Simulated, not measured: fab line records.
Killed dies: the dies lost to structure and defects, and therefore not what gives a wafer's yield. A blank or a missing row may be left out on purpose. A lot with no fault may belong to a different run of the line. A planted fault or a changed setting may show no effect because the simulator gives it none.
Which tool did it? | flow gf180mcu | 13 lots, 39 wafers sampled, at 4 steps of a route of 602

== WHAT THE GAUGES READ, wafer by wafer ==
GF_STI_THK_MEAS_22.
lot  | measured    | on           | STI_OXIDATION_01_THK (nm)
L105 | day 2 04:02 | filmMetro-01 | 15.03 15.06 14.91
L106 | day 2 09:02 | filmMetro-02 | 14.60 14.71 14.85
L107 | day 2 14:12 | filmMetro-01 | 14.93 15.02 14.97
L108 | day 2 19:00 | filmMetro-03 | 15.13 15.44 15.09
L109 | day 3 01:42 | filmMetro-03 | 15.23 15.18 14.97
L118 | day 4 23:10 | filmMetro-02 | 15.24 15.39 15.09
L122 | day 5 18:12 | filmMetro-03 | 14.77 14.88 14.81
L123 | day 6 01:02 | filmMetro-01 | 15.22 15.36 15.28
L124 | day 6 04:37 | filmMetro-03 | 14.78 14.83 14.67
L125 | day 6 10:41 | filmMetro-03 | 15.18 15.33 15.08
L126 | day 6 16:22 | filmMetro-02 | 15.16 15.14 15.30
L127 | day 6 22:07 | filmMetro-01 | 14.55 14.68 14.66
L128 | day 7 03:01 | filmMetro-02 | 14.77 14.83 14.94

GF_STI_THK_MEAS_24.
lot  | measured    | on           | STI_CVD_23_THK (nm)
L105 | day 2 04:10 | filmMetro-03 | 650 654 658
L106 | day 2 09:10 | filmMetro-03 | 658 649 654
L107 | day 2 14:20 | filmMetro-02 | 649 651 635
L108 | day 2 19:08 | filmMetro-01 | 660 655 660
L109 | day 3 01:50 | filmMetro-01 | 654 658 654
L118 | day 4 23:18 | filmMetro-02 | 628 639 634
L122 | day 5 18:20 | filmMetro-01 | 658 643 644
L123 | day 6 01:10 | filmMetro-02 | 656 647 652
L124 | day 6 04:45 | filmMetro-01 | 645 651 648
L125 | day 6 10:49 | filmMetro-01 | 656 653 658
L126 | day 6 16:31 | filmMetro-03 | 636 637 636
L127 | day 6 22:16 | filmMetro-03 | 646 647 643
L128 | day 7 03:10 | filmMetro-03 | 654 651 656

GF_VT_IMPLANT_TW_MEAS_21.
lot  | measured     | on           | VT_IMPLANT_2_TW
L105 | day 6 06:51  | filmMetro-03 | 1215 1211 1217
L106 | day 6 13:26  | filmMetro-03 | 1216 1214 1210
L107 | day 6 18:58  | filmMetro-01 | 1248 1245 1243
L108 | day 7 01:29  | filmMetro-03 | 1215 1222 1214
L109 | day 7 07:04  | filmMetro-04 | 1219 1221 1208
L118 | day 9 14:59  | filmMetro-04 | 1203 1210 1209
L122 | day 10 15:08 | filmMetro-04 | 1197 1200 1201
L123 | day 10 23:04 | filmMetro-01 | 1248 1251 1254
L124 | day 11 06:17 | filmMetro-01 | 1248 1243 1240
L125 | day 11 13:16 | filmMetro-03 | 1219 1210 1220
L126 | day 11 18:01 | filmMetro-04 | 1192 1200 1188
L127 | day 12 02:16 | filmMetro-01 | 1236 1244 1236
L128 | day 12 08:43 | filmMetro-03 | 1211 1220 1221

== WHICH TOOL RAN EACH LOT (tool, then ch and the chambers of the sampled wafers, then the start) ==
lot  | GF_STI_ETCH_14
L105 | rieSi-01 ch 1,2,3, day 2 02:20
L106 | rieSi-01 ch 0,2,3, day 2 06:26
L107 | rieSi-01 ch 0,2,3, day 2 12:32
L108 | rieSi-01 ch 0,2, day 2 17:20
L109 | rieSi-01 ch 1,2,3, day 3 00:02
L118 | rieSi-02 ch 0,1, day 4 21:29
L122 | rieSi-01 ch 2,3, day 5 16:32
L123 | rieSi-01 ch 2,3, day 5 23:23
L124 | rieSi-02 ch 0,1, day 6 02:56
L125 | rieSi-02 ch 2,3, day 6 09:02
L126 | rieSi-02 ch 1,2,3, day 6 14:08
L127 | rieSi-02 ch 2,3, day 6 19:20
L128 | rieSi-02 ch 0,1,3, day 7 00:20
- GF_STI_ETCH_14: etches Si in HBr/Cl2/O2, target depth 360 nm, time 102.9 s.

== AS READ BY THE TOOLS THEMSELVES (means over the sampled wafers that have a number; for cases with no such wafer, the mark the record gives instead) ==
GF_STI_ETCH_14.
lot  | tool     | O2_flow_sccm (sccm) | drypumpMotorCurrentA (A) | oesProductAu (a.u.) | rfFwdPowerW (W) | throttleValvePct (%)
L105 | rieSi-01 | 6.004               | 6.0                      | 1.003               | 596.3           | 25.649
L106 | rieSi-01 | 5.994               | 5.9                      | 0.996               | 595.8           | 25.648
L107 | rieSi-01 | 6.013               | 5.9                      | 1.001               | 597.2           | 25.649
L108 | rieSi-01 | 6.014               | 5.6                      | 0.941               | 501.7           | 25.682
L109 | rieSi-01 | 5.991               | 6.1                      | 0.954               | 502.9           | 25.675
L118 | rieSi-02 | 5.987               | 5.9                      | 1.006               | 595.9           | 25.654
L122 | rieSi-01 | 5.994               | 5.6                      | 0.999               | 596.2           | 25.640
L123 | rieSi-01 | 6.000               | 5.9                      | 1.007               | 596.0           | 25.653
L124 | rieSi-02 | 5.988               | 5.8                      | 1.007               | 595.5           | 25.652
L125 | rieSi-02 | 6.011               | 6.4                      | 0.990               | 596.5           | 25.658
L126 | rieSi-02 | 5.996               | 6.1                      | 0.999               | 596.6           | 25.652
L127 | rieSi-02 | 6.016               | 6.3                      | 0.986               | 596.8           | 25.669
L128 | rieSi-02 | 5.993               | 6.0                      | 1.001               | 596.6           | 25.656

== THE ANSWER, worked out from the rows above alone ==
Rule: what is usual is taken from the lots themselves. The widest of any qualifying gaps counts: lots, ordered by their means at a reading, are off when they make up no more than a third of the lots, leave a main group of 4 or more, and stand apart from it by 3 or more times the standard deviation of that group's means. The tables above print the reading to a certain number of digits; a main group whose means all agree to those digits is not used. A lot without any number at a reading at which 4 lots or more have one is off too. Where the step has rows for the other lots, those lots are counted as sound. After the gauges, taken in route order, come the tools' own readings; for these a lot's mean is taken, as printed above. The first step at which some lot is off is used, and at that step the reading that is off furthest; a lot without a number counts as furthest.
Off at GF_STI_ETCH_14 (rfFwdPowerW): L108, L109. Main group: mean 596.3 W, sd 0.47.
A tool fits if, at that step or a process step before it, it ran every lot that is off, and no sound lot after the first of them. None of those tried fits.

== WHAT WAS PUT IN BY THE SIMULATOR ==
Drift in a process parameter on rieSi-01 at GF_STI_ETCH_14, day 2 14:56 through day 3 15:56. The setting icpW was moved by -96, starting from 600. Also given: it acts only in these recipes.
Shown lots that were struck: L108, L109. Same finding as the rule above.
